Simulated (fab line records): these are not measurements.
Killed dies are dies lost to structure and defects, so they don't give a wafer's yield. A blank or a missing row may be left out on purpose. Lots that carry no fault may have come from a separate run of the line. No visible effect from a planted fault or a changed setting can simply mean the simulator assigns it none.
What tool caused it?	flow sky130	Sampling: 24 lots, 72 wafers, 6 of 708 route steps

## WHAT THE GAUGES READ, wafer by wafer
SKY_VIA4_BOW_MEAS_03. Usual: for VIA4_BOW the level is 79 um and the standard deviation is 8.4.
lot	measured	on	VIA4_BOW (um)	flag
L074	day 41 22:05	film_metro-02	88 86 90	
L075	day 42 01:46	film_metro-04	84 80 86	
L077	day 42 20:18	film_metro-02	65 76 79	
L076	day 42 21:14	film_metro-01	83 69 70	
L078	day 43 05:32	film_metro-02	89 93 92	
L079	day 44 01:33	film_metro-01	76 85 81	
L080	day 44 01:01	film_metro-01	64 89 93	
L081	day 44 01:53	film_metro-04	84 73 73	
L082	day 44 08:07	film_metro-01	73 69 79	
L083	day 44 19:42	film_metro-04	77 83 76	
L084	day 44 23:51	film_metro-04	73 72 75	
L085	day 45 06:59	film_metro-01	82 92 90	
L087	day 45 20:28	film_metro-01	64 78 70	
L086	day 45 23:31	film_metro-04	75 77 68	
L088	day 46 01:19	film_metro-01	78 72 82	
L090	day 46 18:32	film_metro-04	62 73 78	
L089	day 46 19:38	film_metro-04	80 94 84	
L091	day 46 20:20	film_metro-02	76 89 85	
L093	day 47 00:42	film_metro-01	101 87 79	
L092	day 47 01:17	film_metro-04	71 83 77	
L094	day 47 03:20	film_metro-02	97 86 90	
L096	day 47 16:31	film_metro-04	84 84 78	
L095	day 47 17:22	film_metro-02	74 82 83	
L097	day 47 20:46	film_metro-01	70 77 73	

SKY_PASSIVATION_THK_MEAS_01. Usual: for PASSIVATION_CVD_00_THK the level is 90.5 nm and the standard deviation is 1.5.
lot	measured	on	PASSIVATION_CVD_00_THK (nm)	flag
L074	day 43 21:51	film_metro-03	88.6 88.9 89.0	
L075	day 44 01:23	film_metro-01	90.8 90.1 91.5	
L077	day 44 18:20	film_metro-01	90.5 89.1 91.6	
L076	day 44 20:34	film_metro-02	89.4 89.5 91.3	
L078	day 45 03:55	film_metro-03	90.8 90.1 90.9	
L079	day 45 22:48	film_metro-03	89.6 90.1 92.1	
L080	day 45 22:30	film_metro-01	91.1 88.6 89.2	
L081	day 45 23:46	film_metro-03	90.4 92.4 93.0	
L082	day 46 05:38	film_metro-02	86.2 86.2 89.9	
L083	day 46 15:59	film_metro-02	88.7 89.6 90.1	
L084	day 46 20:31	film_metro-02	89.8 91.0 92.8	
L085	day 47 02:50	film_metro-03	87.7 89.4 88.6	
L087	day 47 15:37	film_metro-03	89.0 91.8 91.0	
L086	day 47 18:58	film_metro-02	90.0 90.6 89.1	
L088	day 47 20:21	film_metro-01	88.1 90.9 92.0	
L090	day 48 12:01	film_metro-03	90.3 91.5 88.4	
L089	day 48 12:41	film_metro-01	87.8 90.3 90.0	
L091	day 48 13:52	film_metro-03	91.4 89.6 91.7	
L093	day 48 18:17	film_metro-01	89.8 92.4 93.1	
L092	day 48 19:23	film_metro-01	90.5 92.7 92.2	
L094	day 48 20:33	film_metro-01	91.2 90.0 91.6	
L096	day 49 08:04	film_metro-02	91.0 93.8 91.3	
L095	day 49 09:20	film_metro-02	88.9 88.5 90.3	
L097	day 49 12:31	film_metro-02	91.4 90.7 91.0	

## TOOL THAT RAN EACH LOT (tool first, then ch and the chambers of the sampled wafers, then the start)
lot	SKY_METAL1_DESCUM_17	SKY_VIA2_CMP_24	SKY_METAL3_SPUTTER_04	SKY_METAL4_SPUTTER_02
L074	rie_metal-04 ch 0,1, day 32 20:19	cmp-01 ch 1,2, day 36 12:00	pvd_sputter-02, day 36 12:24	pvd_sputter-01, day 39 19:52
L075	rie_metal-04 ch 0,1, day 33 01:37	cmp-02 ch 1,2, day 36 13:50	pvd_sputter-01, day 36 14:11	pvd_sputter-04, day 39 22:34
L077	rie_metal-04 ch 0, day 33 17:25	cmp-02 ch 2,3, day 37 12:25	pvd_sputter-03, day 37 12:50	pvd_sputter-01, day 40 19:18
L076	rie_metal-03 ch 0,1, day 33 17:46	cmp-02 ch 1,2,3, day 37 12:49	pvd_sputter-03, day 37 13:08	pvd_sputter-03, day 40 19:36
L078	rie_metal-03 ch 0,1, day 34 12:02	cmp-02 ch 0,2,3, day 37 21:22	pvd_sputter-03, day 37 21:46	pvd_sputter-03, day 41 05:03
L079	rie_metal-03 ch 0,1, day 35 06:14	cmp-01 ch 1,3, day 38 19:01	pvd_sputter-01, day 38 19:26	pvd_sputter-03, day 42 00:00
L080	rie_metal-01 ch 0,1, day 35 08:41	cmp-02 ch 1,2,3, day 38 19:21	pvd_sputter-03, day 38 19:42	pvd_sputter-01, day 42 00:51
L081	rie_metal-03 ch 0,1, day 35 09:02	cmp-01 ch 0,1,2, day 38 20:01	pvd_sputter-02, day 38 20:22	pvd_sputter-04, day 42 01:22
L082	rie_metal-03 ch 0,1, day 35 18:46	cmp-01 ch 1,2,3, day 39 04:08	pvd_sputter-03, day 39 04:32	pvd_sputter-04, day 42 09:11
L083	rie_metal-01 ch 0, day 36 07:26	cmp-02 ch 0,3, day 39 17:38	pvd_sputter-01, day 39 17:59	pvd_sputter-01, day 42 20:35
L084	rie_metal-03 ch 0,1, day 36 09:55	cmp-01 ch 0,2,3, day 39 19:58	pvd_sputter-01, day 39 20:13	pvd_sputter-01, day 43 00:35
L085	rie_metal-03 ch 0,1, day 36 17:20	cmp-01 ch 1,2, day 40 05:08	pvd_sputter-01, day 40 05:33	pvd_sputter-04, day 43 08:46
L087	rie_metal-01 ch 0,1, day 37 11:40	cmp-01 ch 0,1,2, day 40 20:45	pvd_sputter-01, day 40 21:09	pvd_sputter-03, day 43 23:31
L086	rie_metal-03 ch 0,1, day 37 14:05	cmp-02 ch 2,3, day 40 22:37	pvd_sputter-03, day 40 23:01	pvd_sputter-04, day 44 01:27
L088	rie_metal-03 ch 0,1, day 37 18:25	cmp-01 ch 2,3, day 41 02:56	pvd_sputter-01, day 41 03:17	pvd_sputter-01, day 44 04:05
L090	rie_metal-01 ch 0,1, day 38 13:55	cmp-01 ch 1,2,3, day 41 19:56	pvd_sputter-02, day 41 20:21	pvd_sputter-03, day 44 21:31
L089	rie_metal-04 ch 0,1, day 38 14:34	cmp-02 ch 1,2, day 41 21:10	pvd_sputter-02, day 41 21:34	pvd_sputter-03, day 44 22:40
L091	rie_metal-03 ch 0,1, day 38 16:02	cmp-01 ch 0,2, day 41 22:32	pvd_sputter-03, day 41 22:53	pvd_sputter-01, day 44 23:13
L093	rie_metal-03 ch 0,1, day 38 19:26	cmp-02 ch 0,1,3, day 42 03:14	pvd_sputter-02, day 42 03:29	pvd_sputter-04, day 45 03:44
L092	rie_metal-01 ch 0,1, day 38 20:47	cmp-02 ch 0,2, day 42 03:32	pvd_sputter-01, day 42 03:54	pvd_sputter-01, day 45 04:20
L094	rie_metal-04 ch 0,1, day 38 23:38	cmp-01 ch 0,1,3, day 42 07:33	pvd_sputter-02, day 42 07:57	pvd_sputter-01, day 45 07:17
L096	rie_metal-01 ch 0,1, day 39 17:02	cmp-01 ch 0,2,3, day 42 22:47	pvd_sputter-03, day 42 23:05	pvd_sputter-03, day 45 21:29
L095	rie_metal-03 ch 0,1, day 39 17:34	cmp-01 ch 0,1,3, day 42 23:04	pvd_sputter-01, day 42 23:25	pvd_sputter-04, day 45 21:34
L097	rie_metal-04 ch 0,1, day 39 22:26	cmp-02 ch 1,3, day 43 03:33	pvd_sputter-02, day 43 03:57	pvd_sputter-03, day 46 01:50
- SKY_METAL1_DESCUM_17: chemistry O2, time 8 s.
- SKY_VIA2_CMP_24: polishes, stops on SiO2, t overpolish 20 s, target thk 0 nm.
- SKY_METAL3_SPUTTER_04: material TiN, target thk 70 nm, time 58.3 s.
- SKY_METAL4_SPUTTER_02: material AlCu, target thk 735 nm, time 39.1 s.

## AS READ BY THE TOOLS THEMSELVES (means over the sampled wafers that have a number; for cases with no such wafer, the mark the record gives instead)
SKY_METAL1_DESCUM_17. Usual: drypump_motor_current_A 5.8 A, standard deviation 0.42; he_backside_leak_sccm 3.44 sccm, standard deviation 0.28; oes_product_au 0.994 a.u., standard deviation 0.0095; temp_c 40.00 C, standard deviation 0.12.
lot	tool	drypump_motor_current_A (A)	he_backside_leak_sccm (sccm)	oes_product_au (a.u.)	temp_c (C)	flag
L074	rie_metal-04	5.5	3.48	1.002	39.92	
L075	rie_metal-04	6.0	3.38	0.991	40.08	
L077	rie_metal-04	5.0	3.66	1.004	39.96	
L076	rie_metal-03	5.9	3.36	0.994	39.97	
L078	rie_metal-03	5.9	3.38	0.998	39.91	
L079	rie_metal-03	6.0	3.99	0.992	39.95	
L080	rie_metal-01	5.8	3.58	0.989	39.92	
L081	rie_metal-03	5.9	3.44	0.992	40.07	
L082	rie_metal-03	5.9	3.48	0.988	39.93	
L083	rie_metal-01	5.7	3.46	0.991	40.01	
L084	rie_metal-03	6.0	3.31	0.998	39.91	
L085	rie_metal-03	5.9	3.42	0.979	39.96	
L087	rie_metal-01	5.8	3.48	0.988	39.99	
L086	rie_metal-03	6.0	3.32	0.991	40.05	
L088	rie_metal-03	5.9	3.27	0.991	40.01	
L090	rie_metal-01	5.8	3.62	0.993	39.89	
L089	rie_metal-04	6.0	3.20	0.992	39.99	
L091	rie_metal-03	5.9	3.45	0.982	40.14	
L093	rie_metal-03	5.9	3.28	0.989	39.97	
L092	rie_metal-01	5.9	3.45	0.997	39.94	
L094	rie_metal-04	5.5	3.55	0.998	40.00	
L096	rie_metal-01	5.9	3.48	0.988	40.16	
L095	rie_metal-03	5.9	3.43	0.990	40.11	
L097	rie_metal-04	6.0	3.20	1.004	39.97	

SKY_VIA2_CMP_24. Usual: motor_current_A 11.3 A, standard deviation 0.91; overpolish_run_s 20.000 s, standard deviation 0.009; slurry_flow_ml_min 150.0, standard deviation 0.46; time_to_endpoint_s 100 s, standard deviation 4.2.
lot	tool	motor_current_A (A)	overpolish_run_s (s)	slurry_flow_ml_min	time_to_endpoint_s (s)	flag
L074	cmp-01	11.0	20.001	150.0	99	
L075	cmp-02	11.4	20.003	149.9	101	
L077	cmp-02	11.3	19.996	150.0	107	
L076	cmp-02	11.4	20.002	150.3	105	
L078	cmp-02	11.8	19.992	149.9	101	
L079	cmp-01	11.5	20.001	149.9	91	
L080	cmp-02	11.8	20.005	150.2	101	
L081	cmp-01	10.7	19.994	149.9	92	
L082	cmp-01	11.3	19.994	150.3	95	
L083	cmp-02	12.4	19.999	150.0	104	
L084	cmp-01	11.3	20.002	150.0	96	
L085	cmp-01	11.3	20.002	150.0	98	
L087	cmp-01	10.2	20.005	149.5	102	
L086	cmp-02	11.7	20.005	150.1	104	
L088	cmp-01	11.9	20.003	149.4	99	
L090	cmp-01	11.5	19.998	149.9	100	
L089	cmp-02	11.0	20.000	150.2	104	
L091	cmp-01	10.8	20.003	150.0	104	
L093	cmp-02	12.1	20.004	150.0	103	
L092	cmp-02	11.9	19.993	149.6	102	
L094	cmp-01	11.1	19.990	149.8	103	
L096	cmp-01	10.8	20.004	149.9	101	
L095	cmp-01	10.7	19.995	149.8	98	
L097	cmp-02	12.1	20.006	150.2	103	

SKY_METAL3_SPUTTER_04. Usual: 29.6 % for throttle_valve_pct, sd 1.2.
lot	tool	throttle_valve_pct (%)	flag
L074	pvd_sputter-02	29.0	
L075	pvd_sputter-01	30.4	
L077	pvd_sputter-03	30.1	
L076	pvd_sputter-03	28.7	
L078	pvd_sputter-03	29.2	
L079	pvd_sputter-01	30.6	
L080	pvd_sputter-03	29.2	
L081	pvd_sputter-02	29.1	
L082	pvd_sputter-03	29.5	
L083	pvd_sputter-01	30.8	
L084	pvd_sputter-01	29.7	
L085	pvd_sputter-01	29.9	
L087	pvd_sputter-01	30.3	
L086	pvd_sputter-03	28.8	
L088	pvd_sputter-01	29.8	
L090	pvd_sputter-02	29.6	
L089	pvd_sputter-02	29.9	
L091	pvd_sputter-03	28.9	
L093	pvd_sputter-02	29.1	
L092	pvd_sputter-01	30.5	
L094	pvd_sputter-02	29.2	
L096	pvd_sputter-03	29.2	
L095	pvd_sputter-01	30.5	
L097	pvd_sputter-02	29.8	

SKY_METAL4_SPUTTER_02. Usual: 29.7 % for throttle_valve_pct, sd 1.2.
lot	tool	throttle_valve_pct (%)	flag
L074	pvd_sputter-01	30.5	
L075	pvd_sputter-04	29.5	
L077	pvd_sputter-01	30.3	
L076	pvd_sputter-03	29.6	
L078	pvd_sputter-03	29.2	
L079	pvd_sputter-03	29.4	
L080	pvd_sputter-01	29.7	
L081	pvd_sputter-04	30.3	
L082	pvd_sputter-04	29.7	
L083	pvd_sputter-01	29.6	
L084	pvd_sputter-01	31.4	
L085	pvd_sputter-04	29.6	
L087	pvd_sputter-03	29.5	
L086	pvd_sputter-04	31.1	
L088	pvd_sputter-01	30.5	
L090	pvd_sputter-03	28.9	
L089	pvd_sputter-03	28.7	
L091	pvd_sputter-01	30.7	
L093	pvd_sputter-04	30.2	
L092	pvd_sputter-01	30.3	
L094	pvd_sputter-01	29.8	
L096	pvd_sputter-03	29.5	
L095	pvd_sputter-04	30.2	
L097	pvd_sputter-03	29.5	

## THE ANSWER, worked out from the rows above alone
Rule: take the mean of a lot's wafers that have a number; if it is more than 3 standard deviations from the usual mean, the lot is off. Also off: a lot with no number at a reading for which 4 or more lots have one. Where the step has rows for the other lots, those lots are counted as sound. After the gauges, taken in route order, come the tools' own readings; for these a lot's mean is taken, as printed above. The first step at which some lot is off is used, and at that step the reading that is off furthest; a lot without a number counts as furthest.
Across all readings shown, no lot is off: no conclusion can be drawn from this.

## WHAT THE SIMULATOR HAD INSERTED
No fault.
